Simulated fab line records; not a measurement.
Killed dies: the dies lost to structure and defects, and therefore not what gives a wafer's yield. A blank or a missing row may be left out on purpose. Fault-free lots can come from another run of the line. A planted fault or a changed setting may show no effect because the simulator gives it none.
Chamber matching ; flow sky130 ; SKY_CONTACT_CMP_27 on cmp-02: 4 sister chambers
The step polishes, stops on SiO2, t overpolish 15 s, target thk 0 nm. 8 wafers are shown with their chamber, then 12 later ones without.

== EACH WAFER AND ITS CHAMBER ==
wafer;chamber;motor current A (A);platen rpm (rpm)
L086.6;3;9.7;60.04
L088.3;2;10.1;59.97
L088.4;1;10.3;59.98
L090.3;3;10.4;60.01
L090.4;1;11.0;59.98
L091.2;2;10.0;60.06
L091.3;0;9.2;59.97
L091.5;0;9.5;60.00

== WAFERS WITHOUT THEIR CHAMBER ==
wafer;motor current A (A);platen rpm (rpm)
L093.1;10.3;60.00
L093.5;10.3;60.05
L093.6;10.9;59.92
L094.2;9.6;60.00
L094.4;9.9;59.93
L094.5;10.1;59.93
L096.1;9.9;60.00
L096.2;10.1;60.03
L096.5;10.5;60.03
L095.1;10.1;60.00
L095.2;10.1;60.02
L095.4;10.7;59.96

== THE CHAMBER EACH PASSED THROUGH ==
wafer;from the rows above;in truth
L093.1;can't be placed: 2 or 3 or 1 or 0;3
L093.5;can't be placed: 3 or 2 or 1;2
L093.6;can't be placed: 1 or 2 or 3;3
L094.2;can't be placed: 0 or 2 or 3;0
L094.4;can't be placed: 0 or 2 or 1 or 3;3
L094.5;can't be placed: 1 or 2 or 0 or 3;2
L096.1;can't be placed: 2 or 3 or 0 or 1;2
L096.2;can't be placed: 3 or 2 or 1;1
L096.5;can't be placed: 3 or 2 or 1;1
L095.1;can't be placed: 2 or 3 or 1 or 0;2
L095.2;can't be placed: 3 or 2 or 1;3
L095.4;can't be placed: 1 or 2 or 3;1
Correctly placed: 0 of 12. Cannot be placed on the basis of these rows: 12; the candidates contain the true chamber in 12. Number placed wrongly: 0.
How it was worked out, from the rows above alone: a wafer's distance from a chamber is the root of the sum, over the readings, of the square of ((its reading less the chamber's mean) divided by the reading's scatter). If the next closest chamber is less than 2 further off than the closest, the wafer can't be placed; otherwise it belongs to the closest. The mean given for a chamber averages the wafers shown for that chamber. How the scatter is found: for the shown wafers, subtract from each reading the mean of its chamber, square and add these, divide the total by (wafers less chambers), then take the root.
